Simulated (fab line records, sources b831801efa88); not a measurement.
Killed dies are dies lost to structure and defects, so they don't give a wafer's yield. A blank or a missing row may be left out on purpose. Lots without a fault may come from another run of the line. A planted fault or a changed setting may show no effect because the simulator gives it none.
fab line records | flow sky130
record lots=13 wafers=39 last_day=50
route steps=708 shown PWDE@84 VT_ADJUST_LVTN@115 GATE_OXIDE@189 RES_PROTECT@210 PAD_OPEN@708
lots that met no fault: from a run of the same line without faults
start_h: hours from the record's first day to the start of the lot's first wafer shown | wait_h: hours since the lot's step before | " the same as in the row above | L1.1+2: a row that stands for several wafers | - no value, or no start given | * or withheld: withheld | < > ~ a bound
route shown NAME@n: a module of which the file shows steps, and the number in the route of the first | usual: mean/standard deviation of fault-free wafers | same: alike in all rows | chamber/n: place in a boat | sites: the reading at each site | _std_site: their standard deviation | _edge_site: outer sites' mean less inner sites' | radius_mm: how far each site lies from the wafer's centre | mask NAME#n: copy n | behind: the tool/chamber that last shaped the wafer | hold: why the lot was held/for how many hours/how that ended | device: the transistor (n, p or np) that didn't switch | end of line: the same wafers' tests at the end of the route | a step without rows: its recipe alone | killed: dies lost to structure and defects at the first sort, not the wafer's yield | map: a wafer's dies, x killed, . not, _ none there
set.NAME: the setting as run; set.NAME@STEP: as run at that earlier step | model.NAME: the simulator's own value behind a step, which no gauge read
steps of the route over a sample of lots; a table a step, a row a wafer
services: from which hour (start_h, from the record's first day; less than 0 if before it) a tool's chamber was out of use, for how many hours, and why
## steps
# step SKY_NWELL_RS_MEAS_31
# recipe thk_meas_gauge=four-point-probe
# usual PWDE_RS=5278/16
# columns lot.wafer tool chamber start_h wait_h PWDE_RS[ohm/sq]
L132.1 film_metro-04 - 103.67 0.1 5279
L132.4 " - " " 5282
L132.6 " - " " 5284
L133.1 film_metro-02 - 110.02 0.1 5265
L133.4 " - " " 5263
L133.5 " - " " 5257
L136.1 film_metro-04 - 128.31 0.1 5304
L136.2 " - " " 5298
L136.5 " - " " 5312
L137.2 film_metro-04 - 131.19 0.1 5292
L137.3 " - " " 5293
L137.5 " - " " 5273
L138.1 film_metro-02 - 136.12 0.1 5258
L138.2 " - " " 5289
L138.4 " - " " 5263
L140.2 film_metro-02 - 150.48 0.1 5292
L140.3 " - " " 5298
L140.6 " - " " 5291
L141.2 film_metro-01 - 158.05 0.1 5274
L141.3 " - " " 5275
L141.6 " - " " 5249
L142.1 film_metro-01 - 164.13 0.1 5261
L142.2 " - " " 5260
L142.5 " - " " 5269
L143.1 film_metro-04 - 169.07 0.1 5282
L143.5 " - " " 5296
L143.6 " - " " 5275
L146.1 film_metro-02 - 203.96 0.1 5281
L146.2 " - " " 5273
L146.6 " - " " 5265
L147.4 film_metro-01 - 205.53 0.1 5290
L147.5 " - " " 5281
L147.6 " - " " 5274
L150.2 film_metro-01 - 221.94 0.1 5251
L150.4 " - " " 5248
L150.6 " - " " 5270
L155.2 film_metro-04 - 244.04 0.1 5272
L155.5 " - " " 5293
L155.6 " - " " 5283
# step SKY_VT_ADJUST_LVTN_OVL_MEAS_18
# usual VT_ADJUST_LVTN_01_OVL=0.3/1.3
# columns lot.wafer tool chamber start_h wait_h VT_ADJUST_LVTN_01_OVL[nm]
L132.1 overlay-01 - 159.41 0.1 -0.1
L132.4 " - " " -1.1
L132.6 " - " " -1.8
L133.1 overlay-01 - 166.18 0.1 0.3
L133.4 " - " " 1.1
L133.5 " - " " 1.6
L136.1 overlay-02 - 189.72 0.1 0.5
L136.2 " - " " -0.1
L136.5 " - " " 2.0
L137.2 overlay-02 - 192.86 0.1 0.6
L137.3 " - " " 2.2
L137.5 " - " " 1.7
L138.1 overlay-01 - 196.25 0.1 0.1
L138.2 " - " " -0.4
L138.4 " - " " 0.1
L140.2 overlay-02 - 214.84 0.1 -2.9
L140.3 " - " " -1.9
L140.6 " - " " 1.1
L141.2 overlay-02 - 221.89 0.1 0.5
L141.3 " - " " 1.0
L141.6 " - " " 0.1
L142.1 overlay-02 - 228.82 0.1 -0.7
L142.2 " - " " 2.6
L142.5 " - " " -0.2
L143.1 overlay-02 - 233.53 0.1 -1.5
L143.5 " - " " 0.2
L143.6 " - " " -1.2
L146.1 overlay-01 - 273.27 0.1 2.1
L146.2 " - " " 0.4
L146.6 " - " " 0.9
L147.4 overlay-01 - 274.84 0.1 -0.6
L147.5 " - " " -2.1
L147.6 " - " " -1.1
L150.2 overlay-01 - 293.56 0.1 2.4
L150.4 " - " " -0.8
L150.6 " - " " -0.4
L155.2 overlay-01 - 318.41 0.1 -1.9
L155.5 " - " " 1.6
L155.6 " - " " 1.0
# step SKY_GATE_OXIDE_THK_MEAS_02
# recipe reads=SiO2_of_GATE_OXIDE_OXIDATION_01
# usual GATE_OXIDE_OXIDATION_00_THK=10.20/0.21
# columns lot.wafer tool chamber start_h wait_h GATE_OXIDE_OXIDATION_00_THK[nm]
L132.1 film_metro-02 - 281.03 0.0 10.01
L132.4 " - " " 10.03
L132.6 " - " " 9.93
L133.1 film_metro-04 - 289.08 0.0 10.41
L133.4 " - " " 10.33
L133.5 " - " " 10.46
L136.1 film_metro-02 - 320.79 0.0 10.69
L136.2 " - " " 10.38
L136.5 " - " " 10.58
L138.1 film_metro-04 - 325.06 0.0 10.43
L138.2 " - " " 10.38
L138.4 " - " " 10.53
L137.2 film_metro-02 - 325.07 0.0 10.27
L137.3 " - " " 10.06
L137.5 " - " " 10.30
L140.2 film_metro-02 - 347.04 0.0 10.50
L140.3 " - " " 10.55
L140.6 " - " " 10.44
L141.2 film_metro-01 - 356.12 0.0 10.39
L141.3 " - " " 10.41
L141.6 " - " " 10.43
L142.1 film_metro-04 - 361.51 0.0 10.39
L142.2 " - " " 10.30
L142.5 " - " " 10.39
L143.1 film_metro-02 - 373.56 0.0 9.97
L143.5 " - " " 10.16
L143.6 " - " " 9.94
L146.1 film_metro-02 - 415.16 0.0 10.29
L146.2 " - " " 10.08
L146.6 " - " " 10.04
L147.4 film_metro-01 - 420.88 0.0 9.95
L147.5 " - " " 9.99
L147.6 " - " " 10.18
L150.2 film_metro-01 - 440.50 0.0 9.91
L150.4 " - " " 9.99
L150.6 " - " " 10.26
L155.2 film_metro-02 - 472.32 0.0 10.29
L155.5 " - " " 10.40
L155.6 " - " " 10.30
# step SKY_RES_PROTECT_EXPOSE_04
# recipe mask_id=RPM na=0.6 source_shape=conventional sigma_outer=0.6 polarization=unpolarized target_cd_nm=1270 dose_mj=131
# usual stage_vel_mm_s=500.02/0.27
# columns lot.wafer tool chamber start_h wait_h mask stage_vel_mm_s
L132.1 iline_stepper-02 0 323.18 - RPM#0 500.01
L132.4 " 0 " " RPM#0 500.59
L132.6 " 0 " " RPM#0 500.28
L133.1 iline_stepper-01 0 332.91 - RPM#0 500.63
L133.4 " 0 " " RPM#0 500.13
L133.5 " 0 " " RPM#0 500.45
L136.1 iline_stepper-01 0 366.49 - RPM#0 499.76
L136.2 " 0 " " RPM#0 500.15
L136.5 " 0 " " RPM#0 499.58
L138.1 iline_stepper-02 0 369.75 - RPM#0 499.92
L138.2 " 0 " " RPM#0 499.91
L138.4 " 0 " " RPM#0 500.03
L137.2 iline_stepper-01 0 370.06 - RPM#0 499.91
L137.3 " 0 " " RPM#0 500.13
L137.5 " 0 " " RPM#0 499.96
L140.2 iline_stepper-01 0 394.17 - RPM#0 500.55
L140.3 " 0 " " RPM#0 500.56
L140.6 " 0 " " RPM#0 500.31
L141.2 iline_stepper-01 0 403.57 - RPM#0 500.15
L141.3 " 0 " " RPM#0 500.08
L141.6 " 0 " " RPM#0 499.84
L142.1 iline_stepper-02 0 407.96 - RPM#0 499.96
L142.2 " 0 " " RPM#0 500.32
L142.5 " 0 " " RPM#0 500.06
L143.1 iline_stepper-01 0 419.85 - RPM#0 499.64
L143.5 " 0 " " RPM#0 499.86
L143.6 " 0 " " RPM#0 499.62
L146.1 iline_stepper-01 0 464.53 - RPM#0 499.85
L146.2 " 0 " " RPM#0 500.00
L146.6 " 0 " " RPM#0 499.66
L147.4 iline_stepper-02 0 470.24 - RPM_R1#0 500.13
L147.5 " 0 " " RPM_R1#0 499.87
L147.6 " 0 " " RPM_R1#0 500.14
L150.2 iline_stepper-02 0 489.85 - RPM#0 500.32
L150.4 " 0 " " RPM#0 500.25
L150.6 " 0 " " RPM#0 500.14
L155.2 iline_stepper-02 0 520.75 - RPM#0 500.20
L155.5 " 0 " " RPM#0 500.11
L155.6 " 0 " " RPM#0 500.59
# step SKY_PAD_OPEN_PROBE_99
# usual killed_at_M0_to_M3=42/6.4 killed_at_M4_up=3.0/2 killed_at_contacts=24/5.2 killed_at_front_end=14/4.2 killed_at_other=0.4/0.72 killed_dies=84/9 killed_on_rim=16/3.7 killed_open=46/6.6 killed_short=38/6
# same gross_dies=492 killed_at_back_side=0
# columns lot.wafer tool chamber start_h wait_h hold killed_at_M0_to_M3 killed_at_M4_up killed_at_contacts killed_at_front_end killed_at_other killed_dies killed_on_rim killed_open killed_short
L132.1 prober-01 - 1072.28 0.1 - 45 2 25 16 0 88 18 55 33
L132.4 prober-01 - 1072.43 0.2 - 38 3 14 20 1 76 16 40 36
L132.6 prober-01 - 1072.53 0.2 - 35 2 24 19 0 80 18 41 38
L133.1 prober-02 - 1081.15 0.1 - 34 2 28 15 1 80 18 47 32
L133.4 prober-02 - 1081.30 0.2 - 36 2 17 7 0 62 13 37 25
L133.5 prober-02 - 1081.35 0.2 - 44 1 26 21 0 92 13 54 37
L136.1 prober-01 - 1106.31 0.1 - 42 2 20 19 2 85 17 50 34
L136.2 prober-01 - 1106.36 0.1 - 29 1 24 16 2 72 13 40 31
L136.5 prober-01 - 1106.51 0.2 - 42 3 26 15 0 86 19 49 37
L137.2 prober-02 - 1109.10 0.1 - 35 2 29 13 0 79 14 45 34
L137.3 prober-02 - 1109.15 0.2 - 44 2 20 7 0 73 22 38 35
L137.5 prober-02 - 1109.25 0.2 - 52 2 24 14 1 93 21 48 45
L138.1 prober-01 - 1109.22 0.1 - 40 6 24 12 1 83 15 51 32
L138.2 prober-01 - 1109.27 0.1 - 50 4 27 6 0 87 12 56 31
L138.4 prober-01 - 1109.37 0.2 - 40 2 30 5 0 77 11 41 36
L140.2 prober-01 - 1125.43 0.1 - 44 8 24 16 0 92 18 46 43
L140.3 prober-01 - 1125.48 0.2 - 44 3 25 10 1 83 18 36 45
L140.6 prober-01 - 1125.63 0.2 - 47 3 36 10 0 96 13 47 49
L141.2 prober-02 - 1130.51 0.1 - 46 5 31 12 1 95 20 49 46
L141.3 prober-02 - 1130.56 0.2 - 36 3 16 13 1 69 17 38 31
L141.6 prober-02 - 1130.71 0.2 - 40 6 21 11 0 78 12 40 38
L142.1 prober-01 - 1133.52 0.1 - 45 3 23 8 0 79 15 43 36
L142.2 prober-01 - 1133.57 0.1 - 48 3 22 12 0 85 14 46 39
L142.5 prober-01 - 1133.72 0.2 - 33 3 26 12 0 74 15 31 42
L143.1 prober-02 - 1143.25 0.1 - 39 9 31 13 0 92 24 50 42
L143.5 prober-02 - 1143.45 0.2 - 44 4 27 15 0 90 15 49 41
L143.6 prober-02 - 1143.50 0.2 - 57 3 30 13 0 103 19 53 50
L146.1 prober-02 - 1164.84 0.1 - 53 2 20 11 0 86 15 49 37
L146.2 prober-02 - 1164.89 0.1 - 44 4 27 16 0 91 15 59 32
L146.6 prober-02 - 1165.09 0.2 - 52 1 32 12 1 98 22 59 39
L147.4 prober-02 - 1172.66 0.2 await_dispo/3.0h/release 37 3 39 18 81 178 51 55 41
L147.5 prober-02 - 1172.71 0.2 await_dispo/3.0h/release 43 2 18 15 84 162 48 48 31
L147.6 prober-02 - 1172.76 0.2 await_dispo/3.0h/release 52 4 24 17 86 183 60 49 49
L150.2 prober-01 - 1181.05 0.1 - 42 4 22 18 0 86 20 43 41
L150.4 prober-01 - 1181.15 0.2 - 53 3 31 16 0 103 16 57 43
L150.6 prober-01 - 1181.25 0.2 - 50 6 22 17 1 96 15 50 44
L155.2 prober-01 - 1200.24 0.1 - 42 1 25 14 2 84 10 43 39
L155.5 prober-01 - 1200.39 0.2 - 39 1 23 17 4 84 11 41 39
L155.6 prober-01 - 1200.44 0.2 - 49 3 25 10 4 91 19 48 40
# killed by level:class
L132.1 LI_CONTACT:geometric_particle:open=10 VIA1:geometric_particle:open=10 VIA3:geometric_particle:open=9 CONTACT:geometric_particle:open=7 METAL1:geometric_particle:short=6 FIELD_ISO:geometric_particle:open=4 FIELD_ISO:geometric_particle:short=4 CONTACT:geometric_particle:short=4
L132.4 METAL1:geometric_particle:short=10 VIA1:geometric_particle:open=9 POLY_GATE:geometric_particle:open=5 LI_CONTACT:geometric_particle:open=5 VIA2:geometric_particle:open=5 FIELD_ISO:geometric_particle:open=4 FIELD_ISO:geometric_particle:short=3 POLY_GATE:geometric_particle:short=3
L132.6 VIA1:geometric_particle:open=8 CONTACT:geometric_particle:open=8 LOCAL_INTERCONNECT:geometric_particle:short=6 VIA1:geometric_particle:short=6 VIA3:geometric_particle:open=6 FIELD_ISO:geometric_particle:open=5 POLY_GATE:geometric_particle:short=5 FIELD_ISO:geometric_particle:short=4
L133.1 CONTACT:geometric_particle:open=11 LI_CONTACT:geometric_particle:open=8 VIA1:geometric_particle:open=8 METAL2:geometric_particle:short=6 VIA3:geometric_particle:open=6 LI_CONTACT:geometric_particle:short=5 POLY_GATE:geometric_particle:short=4 VIA3:geometric_particle:short=4
L133.4 VIA1:geometric_particle:open=11 CONTACT:geometric_particle:open=8 VIA3:geometric_particle:open=8 VIA1:geometric_particle:short=5 POLY_GATE:geometric_particle:open=3 LI_CONTACT:geometric_particle:short=3 CONTACT:geometric_particle:short=3 VIA3:geometric_particle:short=3
L133.5 VIA1:geometric_particle:open=17 LI_CONTACT:geometric_particle:open=10 CONTACT:geometric_particle:open=8 VIA1:geometric_particle:short=7 FIELD_ISO:geometric_particle:short=6 VIA3:geometric_particle:open=6 METAL2:geometric_particle:short=5 FIELD_ISO:geometric_particle:open=4
L136.1 LI_CONTACT:geometric_particle:open=10 VIA3:geometric_particle:open=9 VIA3:geometric_particle:short=8 POLY_GATE:geometric_particle:short=7 CONTACT:geometric_particle:open=7 VIA1:geometric_particle:open=6 VIA2:geometric_particle:open=6 POLY_GATE:geometric_particle:open=5
L136.2 LI_CONTACT:geometric_particle:open=10 VIA1:geometric_particle:open=7 CONTACT:geometric_particle:open=6 POLY_GATE:geometric_particle:short=4 LOCAL_INTERCONNECT:geometric_particle:short=4 VIA1:geometric_particle:short=4 FIELD_ISO:geometric_particle:short=3 POLY_GATE:geometric_particle:open=3
L136.5 VIA1:geometric_particle:open=10 VIA3:geometric_particle:open=9 LI_CONTACT:geometric_particle:open=7 METAL2:geometric_particle:short=7 VIA2:geometric_particle:open=7 CONTACT:geometric_particle:open=6 FIELD_ISO:geometric_particle:short=5 LI_CONTACT:geometric_particle:short=5
L137.2 VIA1:geometric_particle:open=10 CONTACT:geometric_particle:open=9 LOCAL_INTERCONNECT:geometric_particle:short=7 VIA1:geometric_particle:short=6 LI_CONTACT:geometric_particle:open=5 VIA2:geometric_particle:open=5 LI_CONTACT:geometric_particle:short=4 VIA2:geometric_particle:short=4
L137.3 CONTACT:geometric_particle:open=6 VIA1:geometric_particle:open=6 VIA1:geometric_particle:short=6 VIA2:geometric_particle:open=6 LI_CONTACT:geometric_particle:open=5 METAL1:geometric_particle:short=5 VIA2:geometric_particle:short=5 LOCAL_INTERCONNECT:geometric_particle:short=4
L138.1 VIA3:geometric_particle:open=11 VIA1:geometric_particle:open=8 LOCAL_INTERCONNECT:geometric_particle:short=7 VIA2:geometric_particle:open=7 FIELD_ISO:geometric_particle:open=6 CONTACT:geometric_particle:open=6 LI_CONTACT:geometric_particle:open=6 METAL1:geometric_particle:short=5
L137.5 CONTACT:geometric_particle:open=9 VIA3:geometric_particle:open=8 VIA1:geometric_particle:open=7 VIA2:geometric_particle:open=7 METAL1:geometric_particle:short=6 VIA1:geometric_particle:short=6 LI_CONTACT:geometric_particle:open=5 LOCAL_INTERCONNECT:geometric_particle:short=5
L138.2 VIA1:geometric_particle:open=15 CONTACT:geometric_particle:open=13 METAL1:geometric_particle:short=6 LI_CONTACT:geometric_particle:open=6 VIA1:geometric_particle:short=6 VIA2:geometric_particle:open=5 METAL2:geometric_particle:open=4 LOCAL_INTERCONNECT:geometric_particle:short=4
L138.4 CONTACT:geometric_particle:open=10 VIA2:geometric_particle:open=7 LI_CONTACT:geometric_particle:open=7 METAL1:geometric_particle:short=6 CONTACT:geometric_particle:short=5 VIA1:geometric_particle:short=5 VIA3:geometric_particle:open=5 LOCAL_INTERCONNECT:geometric_particle:short=4
L140.2 VIA1:geometric_particle:open=10 METAL2:geometric_particle:short=9 CONTACT:geometric_particle:open=8 LI_CONTACT:geometric_particle:open=7 METAL1:geometric_particle:short=6 VIA3:geometric_particle:open=6 FIELD_ISO:geometric_particle:short=5 POLY_GATE:geometric_particle:short=5
L140.3 VIA1:geometric_particle:open=13 METAL2:geometric_particle:short=10 LI_CONTACT:geometric_particle:open=6 CONTACT:geometric_particle:short=6 FIELD_ISO:geometric_particle:short=5 LI_CONTACT:geometric_particle:short=5 CONTACT:geometric_particle:open=5 VIA2:geometric_particle:open=5
L140.6 LI_CONTACT:geometric_particle:open=15 METAL1:geometric_particle:short=9 CONTACT:geometric_particle:short=8 VIA1:geometric_particle:open=8 CONTACT:geometric_particle:open=6 VIA3:geometric_particle:open=6 VIA1:geometric_particle:short=6 METAL2:geometric_particle:short=5
L141.2 CONTACT:geometric_particle:open=14 VIA3:geometric_particle:open=8 VIA2:geometric_particle:open=6 LI_CONTACT:geometric_particle:open=6 CONTACT:geometric_particle:short=6 VIA2:geometric_particle:short=5 VIA1:geometric_particle:open=5 METAL2:geometric_particle:short=5
L141.3 METAL1:geometric_particle:short=8 VIA2:geometric_particle:open=7 LI_CONTACT:geometric_particle:open=6 VIA3:geometric_particle:open=5 VIA1:geometric_particle:open=4 CONTACT:geometric_particle:short=4 FIELD_ISO:geometric_particle:short=3 POLY_GATE:geometric_particle:open=3
L141.6 CONTACT:geometric_particle:open=8 VIA1:geometric_particle:open=7 METAL1:geometric_particle:short=6 VIA2:geometric_particle:open=6 LI_CONTACT:geometric_particle:open=5 VIA1:geometric_particle:short=5 LOCAL_INTERCONNECT:geometric_particle:short=4 VIA2:geometric_particle:short=4
L142.1 METAL2:geometric_particle:short=10 VIA2:geometric_particle:open=9 VIA3:geometric_particle:open=8 CONTACT:geometric_particle:open=7 LI_CONTACT:geometric_particle:short=6 LI_CONTACT:geometric_particle:open=5 VIA1:geometric_particle:open=5 VIA2:geometric_particle:short=4
L142.2 VIA1:geometric_particle:open=13 CONTACT:geometric_particle:open=8 LI_CONTACT:geometric_particle:open=7 METAL1:geometric_particle:short=7 VIA3:geometric_particle:open=6 VIA2:geometric_particle:open=5 LOCAL_INTERCONNECT:geometric_particle:short=4 VIA1:geometric_particle:short=4
L142.5 CONTACT:geometric_particle:open=7 LOCAL_INTERCONNECT:geometric_particle:short=6 METAL1:geometric_particle:short=6 LI_CONTACT:geometric_particle:open=5 VIA1:geometric_particle:open=5 METAL2:geometric_particle:short=5 VIA2:geometric_particle:open=4 METAL3:geometric_particle:short=4
L143.1 CONTACT:geometric_particle:open=15 METAL2:geometric_particle:short=10 CONTACT:geometric_particle:short=8 VIA1:geometric_particle:open=8 METAL4:geometric_particle:short=8 VIA3:geometric_particle:open=7 FIELD_ISO:geometric_particle:open=5 VIA2:geometric_particle:open=5
L143.5 CONTACT:geometric_particle:open=14 METAL2:geometric_particle:short=9 VIA1:geometric_particle:open=9 LI_CONTACT:geometric_particle:open=6 VIA3:geometric_particle:open=6 FIELD_ISO:geometric_particle:short=5 LOCAL_INTERCONNECT:geometric_particle:short=4 VIA2:geometric_particle:short=4
L143.6 VIA1:geometric_particle:open=18 CONTACT:geometric_particle:open=10 VIA1:geometric_particle:short=9 LOCAL_INTERCONNECT:geometric_particle:short=7 VIA2:geometric_particle:open=7 METAL2:geometric_particle:short=6 VIA3:geometric_particle:open=5 CONTACT:geometric_particle:short=5
L146.1 CONTACT:geometric_particle:open=9 VIA3:geometric_particle:open=8 VIA2:geometric_particle:open=8 VIA1:geometric_particle:open=7 LI_CONTACT:geometric_particle:open=6 VIA1:geometric_particle:short=6 METAL1:geometric_particle:short=6 METAL2:geometric_particle:short=6
L146.2 LI_CONTACT:geometric_particle:open=13 VIA1:geometric_particle:open=12 CONTACT:geometric_particle:open=9 VIA3:geometric_particle:open=6 VIA2:geometric_particle:open=6 POLY_GATE:geometric_particle:short=5 POLY_GATE:geometric_particle:open=4 VIA1:geometric_particle:short=4
L146.6 VIA2:geometric_particle:open=16 CONTACT:geometric_particle:open=9 LOCAL_INTERCONNECT:geometric_particle:short=7 LI_CONTACT:geometric_particle:open=7 VIA1:geometric_particle:short=7 VIA1:geometric_particle:open=7 VIA3:geometric_particle:open=6 CONTACT:geometric_particle:short=5
L147.4 RES_PROTECT:area_expose=81 CONTACT:geometric_particle:open=16 VIA1:geometric_particle:open=14 LI_CONTACT:geometric_particle:short=7 LOCAL_INTERCONNECT:geometric_particle:short=7 VIA2:geometric_particle:open=6 LI_CONTACT:geometric_particle:open=5 FIELD_ISO:geometric_particle:short=4
L147.5 RES_PROTECT:area_expose=83 VIA2:geometric_particle:open=11 VIA1:geometric_particle:open=9 VIA3:geometric_particle:open=8 CONTACT:geometric_particle:open=6 FIELD_ISO:geometric_particle:short=5 VIA1:geometric_particle:short=5 CONTACT:geometric_particle:short=4
L147.6 RES_PROTECT:area_expose=85 VIA1:geometric_particle:open=11 METAL2:geometric_particle:short=9 FIELD_ISO:geometric_particle:short=8 LI_CONTACT:geometric_particle:open=8 VIA2:geometric_particle:open=7 VIA1:geometric_particle:short=6 CONTACT:geometric_particle:short=5
L150.2 VIA1:geometric_particle:open=11 VIA1:geometric_particle:short=8 CONTACT:geometric_particle:short=7 CONTACT:geometric_particle:open=7 VIA3:geometric_particle:open=7 FIELD_ISO:geometric_particle:short=5 POLY_GATE:geometric_particle:open=5 VIA3:geometric_particle:short=5
L150.4 CONTACT:geometric_particle:open=12 VIA1:geometric_particle:open=11 METAL2:geometric_particle:short=9 LI_CONTACT:geometric_particle:open=7 VIA2:geometric_particle:open=7 VIA3:geometric_particle:open=7 POLY_GATE:geometric_particle:short=5 LOCAL_INTERCONNECT:geometric_particle:short=5
L150.6 VIA1:geometric_particle:open=15 CONTACT:geometric_particle:open=10 VIA2:geometric_particle:open=8 FIELD_ISO:geometric_particle:short=7 METAL2:geometric_particle:short=7 VIA3:geometric_particle:open=7 METAL4:geometric_particle:short=5 VIA1:geometric_particle:short=5
L155.2 VIA1:geometric_particle:open=15 CONTACT:geometric_particle:open=11 METAL2:geometric_particle:short=7 CONTACT:geometric_particle:short=7 POLY_GATE:geometric_particle:short=5 METAL1:geometric_particle:short=5 LI_CONTACT:geometric_particle:open=5 VIA3:geometric_particle:open=5
L155.5 VIA1:geometric_particle:open=11 POLY_GATE:geometric_particle:open=8 CONTACT:geometric_particle:open=8 CONTACT:geometric_particle:short=8 FIELD_ISO:geometric_particle:short=5 METAL3:geometric_particle:short=5 VIA1:geometric_particle:short=4 VIA2:geometric_particle:open=4
L155.6 CONTACT:geometric_particle:short=11 VIA2:geometric_particle:open=9 VIA3:geometric_particle:open=9 LI_CONTACT:geometric_particle:open=8 VIA1:geometric_particle:open=8 METAL2:geometric_particle:short=5 VIA1:geometric_particle:short=5 METAL3:geometric_particle:short=5
## services
# columns tool chamber start_h hours kind
iline_stepper-02 - 303.25 1.7 pm
iline_stepper-01 - 320.11 1.7 pm
iline_stepper-01 0 344.72 - calibration
iline_stepper-02 0 355.16 - calibration
iline_stepper-02 - 421.40 0.6 repair
## key
first_sign step=SKY_RES_PROTECT_EXPOSE_04 reading=mask direction=changed
effect step=SKY_PAD_OPEN_PROBE_99 reading=killed_at_other direction=up sigmas=83 usual=0.4 struck=83.7
more_kills_born_at SKY_RES_PROTECT_EXPOSE_04@iline_stepper-02=249
met_at SKY_RES_PROTECT_EXPOSE_04
struck_lots L147
tester_left_out L147
not_acting_at SKY_NWELL_RS_MEAS_31,SKY_VT_ADJUST_LVTN_OVL_MEAS_18,SKY_GATE_OXIDE_THK_MEAS_02
onset_between 407.96 470.24
fault kind=wrong_mask tool=any chamber=- onset_h=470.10 steps=SKY_RES_PROTECT_EXPOSE_04 aux_copy=RPM_R1#0 cd_offset_nm=190 scope=struck_lots_only
# tester_left_out: of these lots the tester's yield and bins aren't shown, on N5 and GAA mostly nor the transistor test; their killed dies are dies lost to structure and defects alone, not to doping, threshold or leakage, so they don't give the yield
